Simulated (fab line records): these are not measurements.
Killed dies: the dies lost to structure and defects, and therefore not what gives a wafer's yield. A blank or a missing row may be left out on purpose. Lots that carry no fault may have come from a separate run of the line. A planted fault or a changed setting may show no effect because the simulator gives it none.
The tool behind it: which one? + flow sky130 + 42 wafers from 14 lots sampled at 2 of the route's 708 steps

== WHAT EACH GAUGE READ, for each wafer ==
The record lacks any reading of a measuring or inspecting step that a usual standard deviation could be used to judge.

== TOOL THAT RAN EACH LOT (tool first, then ch and the chambers of the sampled wafers, then the start) ==
| lot  | SKY_PASSIVATION_CVD_02          | SKY_PAD_OPEN_PROBE_99   |
|------|---------------------------------|-------------------------|
| L766 | pecvd-03 ch 0,1,2, day 45 02:17 | prober-01, day 47 01:32 |
| L767 | pecvd-02 ch 0,1,2, day 45 12:46 | prober-02, day 47 10:35 |
| L768 | pecvd-04 ch 0,1,2, day 45 13:28 | prober-01, day 47 10:45 |
| L769 | pecvd-02 ch 0,2, day 45 19:05   | prober-02, day 47 15:38 |
| L771 | pecvd-03 ch 1,2, day 46 05:13   | prober-01, day 48 00:53 |
| L779 | pecvd-03 ch 1,2, day 48 09:56   | prober-01, day 50 01:53 |
| L780 | pecvd-02 ch 0,2, day 48 12:30   | prober-02, day 50 03:41 |
| L781 | pecvd-02 ch 1,2, day 48 18:19   | prober-01, day 50 08:44 |
| L783 | pecvd-02 ch 0,1,2, day 49 00:23 | prober-01, day 50 14:53 |
| L784 | pecvd-03 ch 1, day 49 05:29     | prober-02, day 50 19:58 |
| L786 | pecvd-02 ch 0,1,2, day 49 15:05 | prober-01, day 51 04:32 |
| L787 | pecvd-02 ch 1,2, day 50 00:02   | prober-01, day 51 12:42 |
| L788 | pecvd-03 ch 0,1,2, day 50 01:22 | prober-02, day 51 13:11 |
| L789 | pecvd-04 ch 1,2, day 50 09:31   | prober-01, day 51 20:43 |
- SKY_PASSIVATION_CVD_02: deposits Si3N4, target thk 540 nm.
- SKY_PAD_OPEN_PROBE_99

== WHAT THE TOOLS THEMSELVES READ (means of the sampled wafers that have a number; where no wafer has one, the mark that the record gives instead) ==
SKY_PASSIVATION_CVD_02. Usual: heater-power-outer-w 394 W, standard deviation 81; heater-power-w 667 W, standard deviation 100.
| lot  | tool     | heater-power-outer-w (W) | heater-power-w (W) | flag |
|------|----------|--------------------------|--------------------|------|
| L766 | pecvd-03 | 342                      | 571                |      |
| L767 | pecvd-02 | 447                      | 761                |      |
| L768 | pecvd-04 | -                        | -                  | OFF  |
| L769 | pecvd-02 | -                        | -                  | OFF  |
| L771 | pecvd-03 | 401                      | 661                |      |
| L779 | pecvd-03 | 318                      | 565                |      |
| L780 | pecvd-02 | 426                      | 721                |      |
| L781 | pecvd-02 | 386                      | 711                |      |
| L783 | pecvd-02 | 435                      | 739                |      |
| L784 | pecvd-03 | 409                      | 656                |      |
| L786 | pecvd-02 | 392                      | 687                |      |
| L787 | pecvd-02 | 365                      | 664                |      |
| L788 | pecvd-03 | 397                      | 637                |      |
| L789 | pecvd-04 | 434                      | 712                |      |

SKY_PAD_OPEN_PROBE_99. Usual: defect-limited-yield 82.3 %, standard deviation 1.8; killed_at_M0_to_M3 43, standard deviation 6.9; killed_at_M4_up 3.2, standard deviation 1.6; killed-at-contacts 25, standard deviation 5.1; killed-at-front-end 16, standard deviation 4.5; killed-at-other 0.3, standard deviation 0.68; killed-dies 87, standard deviation 8.9; killed-open 48, standard deviation 6.9; killed-short 39, standard deviation 6.3; sort_bin_3_pad_short 0.8 %, standard deviation 0.4; sort_bin_5_function 10.5 %, standard deviation 1.4; sort_bin_6_memory 6.4 %, standard deviation 1.1; sort-n-pass 405, standard deviation 8.9; sort-yield-pct 82.3 %, standard deviation 1.8.
| lot  | tool      | defect-limited-yield (%) | killed_at_M0_to_M3 | killed_at_M4_up | killed-at-contacts | killed-at-front-end | killed-at-other | killed-dies | killed-open | killed-short | sort_bin_3_pad_short (%) | sort_bin_5_function (%) | sort_bin_6_memory (%) | sort-n-pass | sort-yield-pct (%) | flag |
|------|-----------|--------------------------|--------------------|-----------------|--------------------|---------------------|-----------------|-------------|-------------|--------------|--------------------------|-------------------------|-----------------------|-------------|--------------------|------|
| L766 | prober-01 | 84.2                     | 43                 | 3.0             | 18                 | 13                  | 0.0             | 78          | 45          | 33           | 0.8                      | 9.4                     | 5.6                   | 414         | 84.2               |      |
| L767 | prober-02 | 82.4                     | 38                 | 3.0             | 27                 | 18                  | 0.3             | 87          | 44          | 43           | 0.9                      | 11.2                    | 5.6                   | 405         | 82.4               |      |
| L768 | prober-01 | 82.4                     | 40                 | 4.7             | 23                 | 19                  | 0.0             | 87          | 49          | 37           | 1.2                      | 10.4                    | 6.0                   | 405         | 82.4               |      |
| L769 | prober-02 | 83.3                     | 42                 | 2.3             | 23                 | 15                  | 0.3             | 82          | 43          | 39           | 0.5                      | 9.8                     | 6.3                   | 410         | 83.3               |      |
| L771 | prober-01 | 81.5                     | 43                 | 1.3             | 25                 | 21                  | 1.3             | 91          | 51          | 40           | 0.9                      | 11.3                    | 6.4                   | 401         | 81.5               |      |
| L779 | prober-01 | 81.3                     | 46                 | 4.3             | 24                 | 17                  | 0.7             | 92          | 49          | 43           | 0.7                      | 10.8                    | 7.2                   | 400         | 81.3               |      |
| L780 | prober-02 | 81.6                     | 42                 | 3.3             | 28                 | 17                  | 0.0             | 91          | 49          | 41           | 1.1                      | 10.8                    | 6.5                   | 401         | 81.6               |      |
| L781 | prober-01 | 79.6                     | 48                 | 3.7             | 32                 | 16                  | 0.3             | 100         | 55          | 46           | 1.0                      | 12.3                    | 7.1                   | 392         | 79.6               |      |
| L783 | prober-01 | 83.0                     | 43                 | 2.3             | 22                 | 16                  | 0.0             | 84          | 45          | 38           | 1.0                      | 10.0                    | 6.0                   | 408         | 83.0               |      |
| L784 | prober-02 | 81.4                     | 46                 | 3.0             | 27                 | 14                  | 2.0             | 92          | 52          | 38           | 0.7                      | 11.7                    | 6.2                   | 400         | 81.4               |      |
| L786 | prober-01 | 83.3                     | 36                 | 4.0             | 23                 | 19                  | 0.0             | 82          | 39          | 43           | 1.1                      | 9.2                     | 6.4                   | 410         | 83.3               |      |
| L787 | prober-01 | 82.7                     | 44                 | 2.0             | 22                 | 15                  | 2.0             | 85          | 46          | 38           | 0.7                      | 10.5                    | 6.1                   | 407         | 82.7               |      |
| L788 | prober-02 | 80.7                     | 45                 | 4.3             | 25                 | 20                  | 0.7             | 95          | 49          | 45           | 1.2                      | 10.3                    | 7.8                   | 397         | 80.7               |      |
| L789 | prober-01 | 82.9                     | 47                 | 2.3             | 21                 | 13                  | 0.0             | 84          | 49          | 35           | 0.8                      | 10.3                    | 6.0                   | 408         | 82.9               |      |

== THE ANSWER, worked out from the rows above alone ==
Rule: take the mean of a lot's wafers that have a number; if it is more than 3 standard deviations from the usual mean, the lot is off. A lot without any number at a reading at which 4 lots or more have one is off too. The other lots that the step has rows for count as sound. Order of review: gauges by route order, followed by the tools' own readings, for which a lot's mean as printed above is used. The first step at which some lot is off is used, and at that step the reading that is off furthest; a lot without a number counts as furthest.
Off: L768, L769 (SKY_PASSIVATION_CVD_02, heater-power-outer-w). Without a number there: L768, L769.
If a tool, at that step or one of the process steps before it, ran each lot that is off and ran no sound lot following the first of them, it fits. Of those tried, none fits.

== WHAT HAD BEEN PUT IN BY THE SIMULATOR ==
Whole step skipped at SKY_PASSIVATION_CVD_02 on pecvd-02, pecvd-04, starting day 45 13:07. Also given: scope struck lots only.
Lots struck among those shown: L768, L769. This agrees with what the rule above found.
